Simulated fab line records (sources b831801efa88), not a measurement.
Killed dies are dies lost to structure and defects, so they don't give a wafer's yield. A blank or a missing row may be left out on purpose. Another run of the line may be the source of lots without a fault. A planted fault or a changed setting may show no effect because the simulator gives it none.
Matching of chambers -- flow sky130 -- cmp-01 running SKY_VIA2_CMP_02: 4 sister chambers
The step polishes SiO2. 4 wafers are shown with their chamber, then 7 later ones without.

WAFERS, EACH WITH ITS CHAMBER
wafer,chamber,motor current A (A)
L777.4,3,13.5
L778.4,2,11.3
L779.4,1,10.6
L779.5,0,13.5

WAFERS WHOSE CHAMBER IS MISSING
wafer,motor current A (A)
L779.6,13.4
L787.2,13.4
L787.3,13.4
L787.6,14.1
L788.3,10.6
L788.4,13.9
L788.6,10.8

WHICH CHAMBER EACH WENT THROUGH
wafer,from the rows above,in truth
L779.6,can't be placed: 0 or 3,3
L787.2,can't be placed: 0 or 3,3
L787.3,can't be placed: 0 or 3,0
L787.6,can't be placed: 0 or 3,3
L788.3,1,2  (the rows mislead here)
L788.4,can't be placed: 0 or 3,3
L788.6,can't be placed: 1 or 2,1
0 of 7 placed correctly. Can't be placed from these rows: 6 (the true chamber is among the candidates in 6). Wrongly placed: 1.
How it was worked out, from the rows above alone: a wafer's distance from a chamber is the root of the sum, over the readings, of the square of ((its reading less the chamber's mean) divided by the reading's scatter). The wafer belongs to the nearest chamber; if the next one is less than 2 further off, it can't be placed. A chamber's mean is the mean of its shown wafers. The scatter: with one shown wafer a chamber, the root of the mean of the squares of how far each hidden wafer lies from its nearest shown one.
